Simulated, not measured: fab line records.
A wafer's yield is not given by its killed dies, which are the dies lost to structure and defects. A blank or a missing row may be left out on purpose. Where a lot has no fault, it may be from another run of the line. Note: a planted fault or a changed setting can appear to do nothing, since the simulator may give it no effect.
Check for tools in common / flow gf180mcu / 39 wafers sampled across 13 lots

WHY IT WAS OPENED
GF_PSD_TW_MEAS_11, reading PSD_TW: flagged on 1 of 13 lots. Wafers without a fault read 3196, standard deviation 30.
Rule: flag the lot when none of its wafers has a number, or when each of its wafers that has one lies beyond 4 standard deviations from that mean. As for the other lots, they are considered sound.

lot=L463; measured=day 14 21:09; on=filmMetro-02; PSD_TW, wafer by wafer=3220 3224 3225; flag=
lot=L464; measured=day 15 05:07; on=filmMetro-02; PSD_TW, wafer by wafer=3220 3214 3207; flag=
lot=L466; measured=day 15 21:31; on=filmMetro-03; PSD_TW, wafer by wafer=3172 3167 3179; flag=
lot=L467; measured=day 16 06:58; on=filmMetro-03; PSD_TW, wafer by wafer=3173 3190 3166; flag=
lot=L468; measured=day 16 17:52; on=filmMetro-04; PSD_TW, wafer by wafer=3179 3186 3192; flag=
lot=L469; measured=day 17 03:50; on=filmMetro-03; PSD_TW, wafer by wafer=3153 3143 3152; flag=
lot=L470; measured=day 17 12:04; on=filmMetro-03; PSD_TW, wafer by wafer=3141 3155 3146; flag=
lot=L471; measured=day 17 18:19; on=filmMetro-02; PSD_TW, wafer by wafer=3217 3233 3221; flag=
lot=L472; measured=day 18 00:26; on=filmMetro-02; PSD_TW, wafer by wafer=3239 3211 3220; flag=
lot=L474; measured=day 18 22:23; on=filmMetro-02; PSD_TW, wafer by wafer=3230 3238 3215; flag=
lot=L480; measured=day 20 22:25; on=filmMetro-04; PSD_TW, wafer by wafer=30 30 30; flag=FLAGGED
lot=L483; measured=day 21 22:04; on=filmMetro-04; PSD_TW, wafer by wafer=3183 3162 3170; flag=
lot=L484; measured=day 22 10:28; on=filmMetro-04; PSD_TW, wafer by wafer=3182 3210 3183; flag=
The numbers of the flagged lots are 30 on average: -3166 against the usual, or -99 or more standard deviations.

EACH LOT AND THE TOOL IT RAN ON
The record holds 2 process steps before the reading, out of a route of 602 steps. Every cell lists first the tool, next ch and the chambers used by the sampled wafers, and last the start.
lot=L463; flag=; GF_NSD_STRIP_11=plasmaAsher-03 ch 0,1, day 14 00:13; GF_PSD_STRIP_10=plasmaAsher-03 ch 0,1, day 14 21:02
lot=L464; flag=; GF_NSD_STRIP_11=plasmaAsher-03 ch 0,1, day 14 06:55; GF_PSD_STRIP_10=plasmaAsher-04 ch 0,1, day 15 05:01
lot=L466; flag=; GF_NSD_STRIP_11=plasmaAsher-01 ch 0,1, day 14 23:19; GF_PSD_STRIP_10=plasmaAsher-02 ch 0,1, day 15 21:25
lot=L467; flag=; GF_NSD_STRIP_11=plasmaAsher-04 ch 0,1, day 15 08:22; GF_PSD_STRIP_10=plasmaAsher-02 ch 0,1, day 16 06:52
lot=L468; flag=; GF_NSD_STRIP_11=plasmaAsher-01 ch 0,1, day 15 18:28; GF_PSD_STRIP_10=plasmaAsher-02 ch 0,1, day 16 17:46
lot=L469; flag=; GF_NSD_STRIP_11=plasmaAsher-04 ch 0,1, day 16 04:11; GF_PSD_STRIP_10=plasmaAsher-03 ch 0,1, day 17 03:44
lot=L470; flag=; GF_NSD_STRIP_11=plasmaAsher-01 ch 0,1, day 16 12:59; GF_PSD_STRIP_10=plasmaAsher-03 ch 0,1, day 17 11:58
lot=L471; flag=; GF_NSD_STRIP_11=plasmaAsher-03 ch 0,1, day 16 18:34; GF_PSD_STRIP_10=plasmaAsher-02 ch 0,1, day 17 18:13
lot=L472; flag=; GF_NSD_STRIP_11=plasmaAsher-04 ch 0,1, day 17 00:38; GF_PSD_STRIP_10=plasmaAsher-02 ch 0,1, day 18 00:20
lot=L474; flag=; GF_NSD_STRIP_11=plasmaAsher-03 ch 0,1, day 17 21:38; GF_PSD_STRIP_10=plasmaAsher-03 ch 0,1, day 18 22:17
lot=L480; flag=FLAGGED; GF_NSD_STRIP_11=plasmaAsher-01 ch 0,1, day 19 22:34; GF_PSD_STRIP_10=plasmaAsher-02 ch 0,1, day 20 22:19
lot=L483; flag=; GF_NSD_STRIP_11=plasmaAsher-03 ch 0,1, day 20 21:56; GF_PSD_STRIP_10=plasmaAsher-04 ch 0,1, day 21 21:59
lot=L484; flag=; GF_NSD_STRIP_11=plasmaAsher-03 ch 0,1, day 21 11:25; GF_PSD_STRIP_10=plasmaAsher-02 ch 0,1, day 22 10:22
What the steps here do:
- GF_NSD_STRIP_11: strips in O2/N2.
- GF_PSD_STRIP_10: strips in O2/N2.
- GF_PSD_TW_MEAS_11

FLAGGED OVER TOTAL, TOOL BY TOOL (the gauges that took the reading come last)
step=GF_NSD_STRIP_11; tool=plasmaAsher-01; lots run=4; flagged=1; share of the flagged lots=all; sound lots run after its first flagged lot=0
step=GF_NSD_STRIP_11; tool=plasmaAsher-03; lots run=6; flagged=0; share of the flagged lots=none; sound lots run after its first flagged lot=-
step=GF_NSD_STRIP_11; tool=plasmaAsher-04; lots run=3; flagged=0; share of the flagged lots=none; sound lots run after its first flagged lot=-
step=GF_PSD_STRIP_10; tool=plasmaAsher-02; lots run=7; flagged=1; share of the flagged lots=all; sound lots run after its first flagged lot=1 (L484)
step=GF_PSD_STRIP_10; tool=plasmaAsher-03; lots run=4; flagged=0; share of the flagged lots=none; sound lots run after its first flagged lot=-
step=GF_PSD_STRIP_10; tool=plasmaAsher-04; lots run=2; flagged=0; share of the flagged lots=none; sound lots run after its first flagged lot=-
step=GF_PSD_TW_MEAS_11; tool=filmMetro-02; lots run=5; flagged=0; share of the flagged lots=none; sound lots run after its first flagged lot=-
step=GF_PSD_TW_MEAS_11; tool=filmMetro-03; lots run=4; flagged=0; share of the flagged lots=none; sound lots run after its first flagged lot=-
step=GF_PSD_TW_MEAS_11; tool=filmMetro-04; lots run=4; flagged=1; share of the flagged lots=all; sound lots run after its first flagged lot=2 (L483,L484)

WHAT THE TABLE ALLOWS
plasmaAsher-01 at GF_NSD_STRIP_11, plasmaAsher-02 at GF_PSD_STRIP_10 and filmMetro-04 at GF_PSD_TW_MEAS_11: these 3 rows of the table ran every flagged lot.
- plasmaAsher-01 at GF_NSD_STRIP_11 ran 4 lots, 1 of them flagged. Last sound lot L470 at day 16 12:59, first flagged lot L480 at day 19 22:34; a fault beginning in between fits. Its own readings lie more than 4 standard deviations out on every wafer of the flagged lots: oesProductAu.
- plasmaAsher-02 at GF_PSD_STRIP_10 ran 7 lots, 1 of them flagged. After the first flagged lot (L484), sound lots still ran on it; a lasting fault on the whole tool would not permit that. Its own readings lie more than 4 standard deviations out on every wafer of the flagged lots: oesProductAu, stripTimeToEndpointS.
- filmMetro-04 at GF_PSD_TW_MEAS_11 ran 4 lots, 1 of them flagged. After the first flagged lot (L483, L484), sound lots still ran on it; a lasting fault on the whole tool would not permit that.
What remains is a single tool, plasmaAsher-01 at GF_NSD_STRIP_11.

WHAT THE SIMULATOR HAD INSERTED
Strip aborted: plasmaAsher-01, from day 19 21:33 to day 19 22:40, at GF_NSD_STRIP_11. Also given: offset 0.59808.
Shown lots that were struck: L480. The rule given above showed the same thing.
